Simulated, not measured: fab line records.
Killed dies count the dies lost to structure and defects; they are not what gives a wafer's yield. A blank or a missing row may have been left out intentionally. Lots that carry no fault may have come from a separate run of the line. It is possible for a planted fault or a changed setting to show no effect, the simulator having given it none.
A struck lot beside a sound one -- flow sky130 -- 32 out of 708 route steps
Sound: the wafers L141.1, L141.3, L141.5. Wafers L148.1, L148.4, L148.5 were the ones struck. Last of all comes the cause.
For every step that has rows: the tool of each side, followed by ch and its chambers, followed by its first start. Under that, the readings that differ: sound wafers -- struck wafers -- difference of the means -- sigmas: that difference in standard deviations of wafers without a fault.
alike: a reading whose means differ by less than 2 such deviations, as well as words and numbers matching on both sides. not compared: withheld readings; readings where some wafer has no value; bounds like >300 that might hide an equal value; numbers whose values overlap and for which the record gives no deviation.
The two part at a step that has a row with sigmas, a row that says differs or no value, or rows on one side only. Non-overlapping numbers with no deviation appear without sigmas and do not part them. Lack of a reading on every wafer of one side parts them only where that side has two or more wafers.

first, 3 steps without rows for these wafers: SKY_VIA1_STRIP_17 (strips in post etch residue remover, time 1200 s); SKY_VIA1_CLEAN_18 (cleans in IPA, time 180 s); SKY_VIA1_CLEAN_19 (cleans in O3/DIW).
SKY_VIA1_SPUTTER_20: material TiN, target thk 20 nm, time 80 s.
  sound: pvd-sputter-03 at day 36 12:14; struck: pvd-sputter-01 at day 38 01:56
  alike: throttle-valve-pct
then, 1 step without rows for these wafers: SKY_VIA1_CVD_21 (deposits W, target thk 270 nm, time 80.902 s).
SKY_VIA1_RS_MEAS_22: measures by four-point-probe.
  sound: film-metro-03 at day 36 12:23; struck: film-metro-04 at day 38 02:05
  alike: VIA1_W_RS
SKY_VIA1_THK_MEAS_23: measures by xrf.
  sound: film-metro-03 at day 36 12:31; struck: film-metro-04 at day 38 02:13
  alike: VIA1_W_THK
then, 1 step without rows for these wafers: SKY_VIA1_CMP_24 (polishes, stops on SiO2, t overpolish 15 s, target thk 0 nm).
SKY_METAL2_SPUTTER_00: material Ti, target thk 15 nm, time 10 s.
  sound: pvd-sputter-03 at day 36 12:52; struck: pvd-sputter-03 at day 38 02:34
  alike: throttle-valve-pct
then, 2 steps without rows for these wafers: SKY_METAL2_SPUTTER_01 (material TiN, target thk 20 nm, time 16.7 s); SKY_METAL2_SPUTTER_02 (material AlCu, target thk 250 nm, time 13.79 s).
SKY_METAL2_SPUTTER_03: material Ti, target thk 5 nm, time 3.3 s.
  sound: pvd-sputter-03 at day 36 12:56; struck: pvd-sputter-03 at day 38 02:38
  alike: throttle-valve-pct
SKY_METAL2_SPUTTER_04: material TiN, target thk 70 nm, time 58.3 s.
  sound: pvd-sputter-03 at day 36 12:58; struck: pvd-sputter-03 at day 38 02:40
reading,sound,struck,difference,sigmas
model.TiN_of_METAL2_SPUTTER_04.thk-nm (nm),70.2 70.26 70.31,42.48 42.86 43.07,-27.45,
  alike: throttle-valve-pct
SKY_METAL2_RS_MEAS_05: measures by four-point-probe.
  sound: film-metro-04 at day 36 13:01; struck: film-metro-01 at day 38 02:43
  alike: METAL2_ALCU_RS
SKY_METAL2_THK_MEAS_06: measures by xrf.
  sound: film-metro-04 at day 36 13:08; struck: film-metro-01 at day 38 02:50
reading,sound,struck,difference,sigmas
METAL2_ALCU_THK (nm),260.9 261.9 261.1,274.6 273.0 274.5,+12.7,+5
then, 8 steps without rows for these wafers: SKY_METAL2_DEHYDRATE_07 (time 60 s); SKY_METAL2_HMDS_08 (prime time 60 s); SKY_METAL2_COAT_09 (resist thk 60 nm); SKY_METAL2_COAT_10 (resist thk 450 nm); SKY_METAL2_SOFTBAKE_11 (time 90 s); SKY_METAL2_EXPOSE_12 (exposes mask MM2, target cd 140 nm); SKY_METAL2_PEB_13; SKY_METAL2_DEVELOP_14 (develop time 60 s).
SKY_METAL2_CD_MEAS_15: target cd 140 nm.
  sound: cd-sem-02 at day 37 14:14; struck: cd-sem-02 at day 39 04:17
reading,sound,struck,difference,sigmas
cd-nm (nm),140.0 141.1 140.2,136.9 135.3 135.2,-4.6,-3
SKY_METAL2_OVL_MEAS_16:
  sound: overlay-01 at day 37 14:22; struck: overlay-02 at day 39 04:24
  alike: METAL2_OVL
SKY_METAL2_DESCUM_17: chemistry O2, time 8 s.
  sound on rie-metal-01 ch 0, day 37 14:24; struck on rie-metal-01 ch 1, day 39 04:26
reading,sound,struck,difference,sigmas
drypump-motor-current-A (A),6.5 6.5 6.5,5.4 5.4 5.4,-1.1,-2
  alike: oes-product-au
  not compared: rf-hours-counter-h
then, 1 step without rows for these wafers: SKY_METAL2_ETCH_18 (etches BARC in N2/H2, stops on SiO2, time 45.9 s, target depth 60 nm).
SKY_METAL2_METAL_ETCH_19: etches the open film in Cl2/BCl3, stops on SiO2, target depth 360 nm, time 78 s.
  sound on rie-metal-01 ch 0, day 37 14:35; struck on rie-metal-01 ch 1, day 39 04:32
reading,sound,struck,difference,sigmas
drypump-motor-current-A (A),6.5 6.5 6.5,5.4 5.4 5.4,-1.1,-2
  alike: oes-product-au, throttle-valve-pct
  not compared: rf-hours-counter-h
then, 1 step without rows for these wafers: SKY_METAL2_STRIP_20 (strips in O2/N2).
SKY_METAL2_STRIP_21: strips in post etch residue remover, time 1200 s.
  sound on wet-bench-04 ch 0, day 37 14:52; struck on wet-bench-01 ch 2, day 39 04:43
reading,sound,struck,difference,sigmas
model.TiN_of_METAL2_SPUTTER_04.thk-nm (nm),69.79 69.84 69.89,42.06 42.44 42.66,-27.45,
then, 1 step without rows for these wafers: SKY_METAL2_CLEAN_22 (cleans in IPA, time 180 s).
-- the record jumps here: 10 days lie between the struck wafers' starts before and after (it left off in module METAL2 and takes up again in module PAD_OPEN, whose first step shown is number 708 of the route) --
SKY_PAD_OPEN_PROBE_99:
  sound: prober-01 at day 47 18:49; struck: prober-02 at day 48 23:41
reading,sound,struck,difference,sigmas
model.etest.via2-chain.rc-ohm,9.86 10.13 10.56,8.876 8.845 9.079,-1.250,
  alike: defect-limited-yield, killed_at_M0_to_M3, killed_at_M4_up, killed-at-contacts, killed-at-front-end, killed-at-other, killed-dies, killed-open, killed-short, sort_bin_3_pad_short, sort_bin_5_function, sort_bin_6_memory, sort-n-pass, sort-yield-pct

== WHERE THEY PART ==
Earliest at SKY_METAL2_THK_MEAS_06; latest, in this record, at SKY_METAL2_METAL_ETCH_19. Later steps at which nothing parts them and some readings are alike: SKY_PAD_OPEN_PROBE_99.

WHY: whatever the simulator had introduced
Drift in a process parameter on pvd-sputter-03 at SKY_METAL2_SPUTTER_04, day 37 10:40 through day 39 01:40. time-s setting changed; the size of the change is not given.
